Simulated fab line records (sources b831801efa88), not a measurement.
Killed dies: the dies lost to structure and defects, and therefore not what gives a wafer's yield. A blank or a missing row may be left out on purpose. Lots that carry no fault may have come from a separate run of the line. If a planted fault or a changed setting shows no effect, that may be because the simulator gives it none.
Struck lot and sound lot, side by side || flow sky130 || 17 steps out of a route of 708
Sound: wafers L297.2, L297.4, L297.6. Wafers struck: L307.2, L307.3, L307.4. At the end, the cause is stated.
Per side, at each step with rows, come the tool, then ch with its chambers, and then its first start. Under that, the readings that differ: sound wafers || struck wafers || difference of the means || sigmas: that difference in standard deviations of wafers without a fault.
alike: a reading whose means differ by less than 2 such deviations, as well as words and numbers matching on both sides. not compared: withheld readings; readings where some wafer has no value; bounds like >300 that might hide an equal value; numbers whose values overlap and for which the record gives no deviation.
Wherever a step has rows on one side only, a row that says differs or no value, or a row with sigmas, the two part there. Numbers that have no deviation but don't overlap get no sigmas and don't part them. A reading missing from all wafers of one side parts the sides only when that side holds two or more wafers.

SKY_FIELD_ISO_THK_MEAS_02:
  sound on film_metro-01, day 2 02:38; struck on film_metro-04, day 4 05:07
  alike: FIELD_ISO_OXIDATION_00_THK
then, 1 step without rows for these wafers: SKY_FIELD_ISO_CVD_03 (deposits Si3N4 from DCS/NH3, target thk 165 nm, time 2830 s).
SKY_FIELD_ISO_THK_MEAS_04:
  sound on film_metro-04, day 2 04:29; struck on film_metro-03, day 4 07:35
  alike: FIELD_ISO_CVD_03_THK
then, 8 steps without rows for these wafers: SKY_FIELD_ISO_DEHYDRATE_05 (time 60 s); SKY_FIELD_ISO_HMDS_06 (prime time 60 s); SKY_FIELD_ISO_COAT_07 (resist thk 60 nm); SKY_FIELD_ISO_COAT_08 (resist thk 450 nm); SKY_FIELD_ISO_SOFTBAKE_09 (time 90 s); SKY_FIELD_ISO_EXPOSE_10 (exposes mask FOM, target cd 150 nm); SKY_FIELD_ISO_PEB_11; SKY_FIELD_ISO_DEVELOP_12 (develop time 60 s).
SKY_FIELD_ISO_CD_MEAS_13: target cd 150 nm.
  sound on cd_sem-02, day 2 18:43; struck on cd_sem-02, day 5 00:34
  alike: cd_nm
SKY_FIELD_ISO_ETCH_14: etches BARC in N2/H2, stops on SiO2, time 45.9 s, target depth 60 nm.
  sound on rie_diel-04 ch 0,1,3, day 2 18:49; struck on rie_diel-02 ch 1,2, day 5 00:40
  no value came back on the struck wafers for any of 5 readings (bias_w (W), chamber_pressure_mTorr (mTorr) and others); on the sound wafers bias_w (W) reads 100.59 100.04 99.96
{"reading": "model.KrF-thick_of_FIELD_ISO_COAT_08.thk_nm (nm)", "sound": "391.6 391.6 392.2", "struck": "437.2 436.9 438.2", "difference": "+45.6", "sigmas": ""}
  not compared: rf_hours_counter_h
SKY_FIELD_ISO_ETCH_15: etches the open film in CHF3/O2, stops on Si, target depth 180 nm, time 72 s.
  sound on rie_diel-04 ch 0,1,3, day 2 18:52; struck on rie_diel-02 ch 1,2, day 5 00:43
{"reading": "O2_flow_sccm (sccm)", "sound": "4.964 4.997 5.003", "struck": "5.044 4.999 5.018", "difference": "+0.032", "sigmas": "+2"}
{"reading": "oes_product_au (a.u.)", "sound": "0.941 0.940 0.935", "struck": "0.379 0.372 0.373", "difference": -0.564, "sigmas": -71}
{"reading": "throttle_valve_pct (%)", "sound": "8.842 8.847 8.843", "struck": "8.678 8.655 8.662", "difference": -0.179, "sigmas": -20}
{"reading": "model.KrF-thick_of_FIELD_ISO_COAT_08.thk_nm (nm)", "sound": "235.3 231.9 235.6", "struck": "277.8 280.7 279.6", "difference": "+45.1", "sigmas": ""}
  alike: bias_w, drypump_motor_current_A
  not compared: rf_hours_counter_h
SKY_FIELD_ISO_STRIP_16: strips in O2/N2.
  sound on plasma_asher-03 ch 0, day 2 18:55; struck on plasma_asher-03 ch 0,1, day 5 00:46
{"reading": "oes_product_au (a.u.)", "sound": "0.374 0.381 0.381", "struck": "0.395 0.407 0.404", "difference": "+0.023", "sigmas": "+5"}
{"reading": "strip_time_to_endpoint_s (s)", "sound": "3.536 3.510 3.549", "struck": "3.994 4.032 4.018", "difference": "+0.483", "sigmas": "+17"}
  alike: drypump_motor_current_A
  not compared: rf_hours_counter_h
SKY_FIELD_ISO_ETCH_17: etches Si in HBr/Cl2/O2, target depth 342 nm, time 97.7 s.
  sound on rie_si-02 ch 0,3, day 2 19:01; struck on rie_si-01 ch 0,1,3, day 5 00:52
  alike: HBr_flow_sccm, O2_flow_sccm, bias_w, drypump_motor_current_A, oes_product_au, throttle_valve_pct
  not compared: rf_hours_counter_h
-- the record jumps here: 44 days lie between the struck wafers' starts before and after (it left off in module FIELD_ISO and takes up again in module PAD_OPEN, whose first step shown is number 708 of the route) --
SKY_PAD_OPEN_PROBE_99:
  sound on prober-01, day 47 00:52; struck on prober-02, day 49 01:07
{"reading": "killed_at_M0_to_M3", "sound": "48 47 45", "struck": "34 24 37", "difference": -15, "sigmas": -2}
{"reading": "killed_at_front_end", "sound": "17 23 14", "struck": "423 447 433", "difference": "+416", "sigmas": "+85"}
{"reading": "killed_dies", "sound": "91 97 88", "struck": "492 492 492", "difference": "+400", "sigmas": "+40"}
{"reading": "killed_on_rim", "sound": "20 18 13", "struck": "96 96 96", "difference": "+79", "sigmas": "+21"}
  alike: killed_at_M4_up, killed_at_contacts, killed_at_other, killed_open, killed_short

## WHERE THEY PART
First at SKY_FIELD_ISO_ETCH_14; last, within this record, at SKY_PAD_OPEN_PROBE_99.

WHY: what the simulator had put in
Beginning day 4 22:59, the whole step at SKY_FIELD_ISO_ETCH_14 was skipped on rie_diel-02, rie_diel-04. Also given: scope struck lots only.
